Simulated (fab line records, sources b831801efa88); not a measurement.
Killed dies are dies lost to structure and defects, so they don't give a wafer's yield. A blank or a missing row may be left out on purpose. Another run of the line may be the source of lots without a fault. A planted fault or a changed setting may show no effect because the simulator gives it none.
The tool behind it: which one? ; flow gf180mcu ; 24 lots, 72 wafers sampled, at 6 steps of a route of 602

WHAT EACH GAUGE READ, for each wafer
GF_V2_BOW_MEAS_05.
lot;measured;on;V2_BOW (um)
L074;day 19 17:11;film-metro-01;114 101 107
L075;day 19 23:11;film-metro-01;111 111 97
L076;day 20 05:35;film-metro-03;97 83 98
L077;day 21 01:21;film-metro-03;109 106 112
L078;day 21 12:44;film-metro-03;100 101 110
L079;day 22 00:00;film-metro-01;97 91 93
L080;day 22 08:28;film-metro-03;100 89 96
L081;day 22 20:41;film-metro-01;97 91 86
L082;day 22 20:55;film-metro-01;103 100 95
L083;day 23 03:25;film-metro-01;98 85 92
L084;day 24 03:32;film-metro-02;105 86 101
L085;day 24 04:04;film-metro-02;96 109 110
L086;day 24 07:23;film-metro-01;118 118 120
L087;day 24 13:01;film-metro-02;93 102 102
L088;day 25 01:50;film-metro-01;116 116 106
L089;day 25 07:31;film-metro-02;112 116 119
L090;day 26 01:10;film-metro-02;109 107 116
L091;day 26 02:05;film-metro-03;97 89 99
L092;day 26 05:23;film-metro-03;97 96 94
L093;day 26 10:00;film-metro-01;104 108 106
L094;day 26 22:15;film-metro-01;105 103 100
L095;day 27 03:47;film-metro-01;109 99 99
L096;day 27 22:46;film-metro-03;107 93 97
L097;day 27 23:56;film-metro-01;93 97 96

GF_M3_CD_MEAS_14: the cd target is 280 nm.
lot;measured;on;cd-nm (nm)
L074;day 21 19:09;cd-sem-02;280.3 279.1 280.4
L075;day 22 01:04;cd-sem-02;280.6 280.5 280.3
L076;day 22 07:50;cd-sem-01;278.0 279.5 279.5
L077;day 23 02:10;cd-sem-01;281.0 281.1 280.6
L078;day 23 13:27;cd-sem-02;278.7 278.9 279.7
L079;day 23 23:47;cd-sem-02;279.7 279.5 279.2
L080;day 24 06:33;cd-sem-01;280.5 279.3 280.8
L081;day 24 19:13;cd-sem-01;279.2 280.0 279.1
L082;day 24 19:48;cd-sem-01;279.7 281.0 280.0
L083;day 25 00:14;cd-sem-02;278.8 279.4 279.5
L084;day 26 01:20;cd-sem-01;280.4 280.7 281.1
L085;day 26 01:48;cd-sem-01;281.7 281.0 281.4
L086;day 26 04:58;cd-sem-02;279.3 280.3 279.8
L087;day 26 09:37;cd-sem-01;279.4 280.8 279.7
L088;day 26 21:29;cd-sem-01;280.7 281.1 281.0
L089;day 27 03:50;cd-sem-02;277.7 279.1 278.3
L090;day 27 20:17;cd-sem-01;275.7 277.4 277.5
L091;day 27 21:31;cd-sem-01;280.1 279.9 279.5
L092;day 28 00:34;cd-sem-02;278.8 279.7 278.4
L093;day 28 04:49;cd-sem-01;278.6 278.6 278.8
L094;day 28 15:48;cd-sem-02;278.1 278.3 277.7
L095;day 28 21:43;cd-sem-01;280.3 280.9 280.0
L096;day 29 15:10;cd-sem-01;280.1 280.3 279.9
L097;day 29 17:55;cd-sem-01;279.3 279.3 279.7

GF_M3_OVL_MEAS_15.
lot;measured;on;M3_OVL (nm)
L074;day 21 19:16;overlay-01;5 2 -3
L075;day 22 01:10;overlay-01;1 7 1
L076;day 22 07:58;overlay-02;14 12 14
L077;day 23 02:17;overlay-02;13 11 5
L078;day 23 13:34;overlay-02;0 -1 4
L079;day 23 23:55;overlay-02;5 -8 2
L080;day 24 06:38;overlay-01;8 6 1
L081;day 24 19:19;overlay-02;1 -3 0
L082;day 24 19:55;overlay-02;1 -15 -6
L083;day 25 00:20;overlay-01;3 6 1
L084;day 26 01:26;overlay-01;5 2 -6
L085;day 26 01:55;overlay-01;5 -1 -2
L086;day 26 05:05;overlay-02;8 8 11
L087;day 26 09:43;overlay-02;-2 2 7
L088;day 26 21:35;overlay-02;3 7 -4
L089;day 27 03:58;overlay-02;9 11 9
L090;day 27 20:22;overlay-02;-6 -1 -6
L091;day 27 21:37;overlay-02;-7 -6 -2
L092;day 28 00:41;overlay-01;0 2 2
L093;day 28 04:56;overlay-01;1 15 6
L094;day 28 15:53;overlay-02;3 0 -2
L095;day 28 21:50;overlay-01;7 4 3
L096;day 29 15:17;overlay-02;5 8 5
L097;day 29 18:01;overlay-01;10 2 0

GF_V3_OVL_MEAS_15.
lot;measured;on;V3_OVL (nm)
L074;day 22 19:45;overlay-02;6 11 8
L075;day 23 02:34;overlay-02;5 9 13
L076;day 23 09:07;overlay-02;-6 -9 -2
L077;day 24 02:07;overlay-02;-1 -8 1
L078;day 25 00:59;overlay-01;2 8 7
L079;day 25 02:27;overlay-02;-4 -2 3
L080;day 25 06:49;overlay-01;-4 -2 -1
L081;day 25 18:16;overlay-02;6 10 12
L082;day 25 21:36;overlay-01;3 7 3
L083;day 25 23:28;overlay-01;0 0 3
L084;day 26 23:55;overlay-02;3 7 13
L085;day 27 00:17;overlay-01;-5 5 -3
L086;day 27 06:27;overlay-01;1 3 3
L087;day 27 08:45;overlay-02;-9 -10 -6
L088;day 27 19:27;overlay-01;8 -2 -2
L089;day 28 01:56;overlay-01;4 5 11
L090;day 28 17:29;overlay-01;1 -2 1
L091;day 28 19:29;overlay-02;-6 -2 -8
L092;day 28 21:47;overlay-02;4 2 -1
L093;day 29 02:48;overlay-01;-6 -2 -2
L094;day 29 13:25;overlay-01;5 5 0
L095;day 29 18:35;overlay-01;-1 -1 -4
L096;day 30 11:44;overlay-01;2 2 -1
L097;day 30 14:03;overlay-02;-9 -14 -4

GF_V4_THK_MEAS_03.
lot;measured;on;V4_CVD_02_THK (nm)
L074;day 24 02:55;film-metro-01;850 856 862
L075;day 24 03:53;film-metro-02;852 867 862
L076;day 24 08:35;film-metro-03;854 853 872
L077;day 25 03:43;film-metro-02;848 853 856
L078;day 26 01:14;film-metro-02;838 838 856
L079;day 26 03:22;film-metro-01;838 838 863
L080;day 26 06:43;film-metro-03;838 850 852
L081;day 26 17:34;film-metro-02;832 836 855
L082;day 26 21:30;film-metro-02;853 865 858
L083;day 26 22:50;film-metro-03;846 851 865
L084;day 27 23:09;film-metro-02;835 832 836
L085;day 27 23:24;film-metro-02;841 851 860
L086;day 28 06:08;film-metro-02;840 843 866
L087;day 28 07:07;film-metro-01;846 856 865
L088;day 28 17:26;film-metro-03;845 860 854
L089;day 29 00:20;film-metro-03;848 876 859
L090;day 29 16:11;film-metro-02;857 851 859
L091;day 29 18:13;film-metro-03;838 868 869
L092;day 29 20:48;film-metro-03;845 858 870
L093;day 30 00:40;film-metro-03;836 851 854
L094;day 30 10:26;film-metro-01;857 844 861
L095;day 30 16:05;film-metro-03;823 834 848
L096;day 31 08:44;film-metro-01;824 843 840
L097;day 31 10:44;film-metro-03;863 861 850

TOOL THAT RAN EACH LOT (tool first, then ch and the chambers of the sampled wafers, then the start)
lot;GF_V3_ETCH_16
L074;rie-diel-01 ch 0,2,3, day 22 19:47
L075;rie-diel-03 ch 2,3, day 23 02:36
L076;rie-diel-01 ch 0,1, day 23 09:09
L077;rie-diel-01 ch 1,3, day 24 02:09
L078;rie-diel-01 ch 0,3, day 25 01:01
L079;rie-diel-01 ch 1,2, day 25 02:29
L080;rie-diel-01 ch 0,3, day 25 06:50
L081;rie-diel-04 ch 0,2,3, day 25 18:18
L082;rie-diel-01 ch 0,2,3, day 25 21:38
L083;rie-diel-04 ch 2,3, day 25 23:29
L084;rie-diel-03 ch 2,3, day 26 23:57
L085;rie-diel-01 ch 0,1,2, day 27 00:19
L086;rie-diel-03 ch 1,2, day 27 06:29
L087;rie-diel-04 ch 0,2, day 27 08:47
L088;rie-diel-04 ch 0,1,2, day 27 19:29
L089;rie-diel-03 ch 0,2,3, day 28 01:58
L090;rie-diel-01 ch 0,1,2, day 28 17:31
L091;rie-diel-03 ch 0,1, day 28 19:31
L092;rie-diel-04 ch 0,1,2, day 28 21:49
L093;rie-diel-03 ch 0,1,3, day 29 02:50
L094;rie-diel-04 ch 1,3, day 29 13:27
L095;rie-diel-04 ch 1,2, day 29 18:37
L096;rie-diel-03 ch 0,2,3, day 30 11:46
L097;rie-diel-03 ch 2,3, day 30 14:05
- GF_V3_ETCH_16: etches BARC in N2/H2.

AS READ BY THE TOOLS THEMSELVES (means over the sampled wafers that have a number; for cases with no such wafer, the mark the record gives instead)
GF_V3_ETCH_16.
lot;tool;drypump-motor-current-A (A);oes-product-au (a.u.);throttle-valve-pct (%)
L074;rie-diel-01;5.7;0.855;13.225
L075;rie-diel-03;6.4;0.855;13.217
L076;rie-diel-01;5.7;0.852;13.222
L077;rie-diel-01;5.9;0.856;13.225
L078;rie-diel-01;5.7;0.858;13.214
L079;rie-diel-01;5.8;0.859;13.222
L080;rie-diel-01;5.7;0.856;13.230
L081;rie-diel-04;5.5;0.855;13.211
L082;rie-diel-01;5.7;0.855;13.229
L083;rie-diel-04;6.0;0.854;13.237
L084;rie-diel-03;6.1;0.856;13.223
L085;rie-diel-01;5.7;0.858;13.227
L086;rie-diel-03;6.0;0.854;13.232
L087;rie-diel-04;5.7;0.853;13.234
L088;rie-diel-04;5.8;0.853;13.222
L089;rie-diel-03;5.9;0.857;13.222
L090;rie-diel-01;5.7;0.850;13.226
L091;rie-diel-03;5.5;0.855;13.215
L092;rie-diel-04;5.8;0.860;13.227
L093;rie-diel-03;5.6;0.856;13.225
L094;rie-diel-04;5.9;0.858;13.222
L095;rie-diel-04;6.3;0.853;13.214
L096;rie-diel-03;5.9;0.852;13.233
L097;rie-diel-03;6.1;0.854;13.221

THE ANSWER, worked out from the rows above alone
Rule: the lots themselves supply what counts as usual. The widest of any qualifying gaps counts: lots, ordered by their means at a reading, are off when they make up no more than a third of the lots, leave a main group of 4 or more, and stand apart from it by 3 or more times the standard deviation of that group's means. Not used: any main group whose means are identical at the precision the tables above print for the reading. Also off: a lot with no number at a reading for which 4 or more lots have one. The other lots that the step has rows for count as sound. The gauges are gone through in route order, then the tools' own readings, and for those a lot's mean is taken as printed above. The first step at which some lot is off is used, and at that step the reading that is off furthest; a lot without a number counts as furthest.
No lot is off at any reading shown: from this, nothing can be told.

WHAT WAS PUT IN BY THE SIMULATOR
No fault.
